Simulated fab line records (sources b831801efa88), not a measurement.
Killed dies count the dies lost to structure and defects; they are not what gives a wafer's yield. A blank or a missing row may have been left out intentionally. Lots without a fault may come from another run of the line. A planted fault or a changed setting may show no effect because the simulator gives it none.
Struck lot and sound lot, side by side :: flow gf180mcu :: 15 out of 602 route steps
Sound: wafers L538.1, L538.4, L538.6. Struck: wafer L546.3. (L546.5 of the same lot was not struck and is left out.) The cause comes at the end.
Each step with rows lists, per side, the tool, then ch with its chambers, then its first start. Under that, the readings that differ: sound wafers :: struck wafers :: difference of the means :: sigmas: that difference in standard deviations of wafers without a fault.
alike: readings whose means differ by less than 2 such deviations, and words and numbers that are the same on both sides. not compared: withheld readings, readings that some wafer has no value for, bounds like >300 that may hide the same value, and numbers for which the record gives no deviation and whose values overlap.
Wherever a step has rows on one side only, a row that says differs or no value, or a row with sigmas, the two part there. Numbers that don't overlap but have no deviation are shown without sigmas and don't part them. Lack of a reading on every wafer of one side parts them only where that side has two or more wafers.

GF_M2_SPUTTER_04: material TiN, target thk 50 nm, time 41.7 s.
  struck on pvd sputter-03, day 21 02:40; sound on pvd sputter-03, day 19 01:38
  alike: throttle valve pct
GF_M2_RS_MEAS_05: uses a four-point probe to measure.
  struck on film metro-04, day 21 02:45; sound on film metro-04, day 19 01:40
  alike: M2_ALCU_RS
GF_M2_THK_MEAS_06: measures by xrf.
  struck on film metro-04, day 21 02:51; sound on film metro-04, day 19 01:47
  alike: M2_ALCU_THK
then, 7 steps without rows for these wafers: GF_M2_DEHYDRATE_07 (time 60 s); GF_M2_HMDS_08 (prime time 60 s); GF_M2_COAT_09 (resist thk 1000 nm); GF_M2_SOFTBAKE_10 (time 60 s); GF_M2_EXPOSE_11 (exposes mask Metal2, target cd 280 nm); GF_M2_PEB_12 (peb time 90 s); GF_M2_DEVELOP_13 (develop time 60 s).
GF_M2_CD_MEAS_14: the cd target is 280 nm.
  struck on cd sem-01, day 22 00:46; sound on cd sem-02, day 20 02:50
  alike: cd nm
GF_M2_OVL_MEAS_15:
  struck on overlay-01, day 22 00:52; sound on overlay-02, day 20 02:57
  alike: M2_OVL
GF_M2_METAL_ETCH_16: etches the open film in Cl2/BCl3, stops on SiO2, target depth 750.8 nm, time 125.1 s.
  sound on rie metal-04 ch 1, day 20 02:59; struck on rie metal-04 ch 0, day 22 00:56
reading: oes product au (a.u.)
sound: 0.991 0.976 0.982
struck: 0.959
difference: -0.024
sigmas: -3

reading: run length s (s)
sound: 152.9 153.4 153.7
struck: 160.0
difference: +6.7
sigmas: +21

reading: model.KrF_of_M2_COAT_09.thk nm (nm)
sound: 690.4 690.3 691.5
struck: 674.7
difference: -16.0
sigmas: 
  alike: drypump motor current A, throttle valve pct
  not compared: rf hours counter h
GF_M2_STRIP_17: strips in O2/N2.
  sound on plasma asher-04 ch 0,1, day 20 03:14; struck on plasma asher-01 ch 1, day 22 01:03
reading: drypump motor current A (A)
sound: 6.0 6.0 6.0
struck: 5.0
difference: -1.0
sigmas: -2

reading: strip time to endpoint s (s)
sound: 7.44 7.41 7.45
struck: 7.29
difference: -0.14
sigmas: -2
  alike: heater power w, oes product au
  not compared: rf hours counter h
-- the record jumps here: 9 days lie between the struck wafers' starts before and after (it left off in module M2 and takes up again in module PASSIVATION, whose first step shown is number 602 of the route) --
GF_PASSIVATION_PROBE_99:
  record: rows for the struck wafers here (prober-02, day 31 11:40), none for the sound ones

WHERE THEY PART
First at GF_M2_METAL_ETCH_16; last, within this record, at GF_PASSIVATION_PROBE_99.

WHY: what had been put in by the simulator
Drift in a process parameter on rie metal-04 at GF_M2_METAL_ETCH_16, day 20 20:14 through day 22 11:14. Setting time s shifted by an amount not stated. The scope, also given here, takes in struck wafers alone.
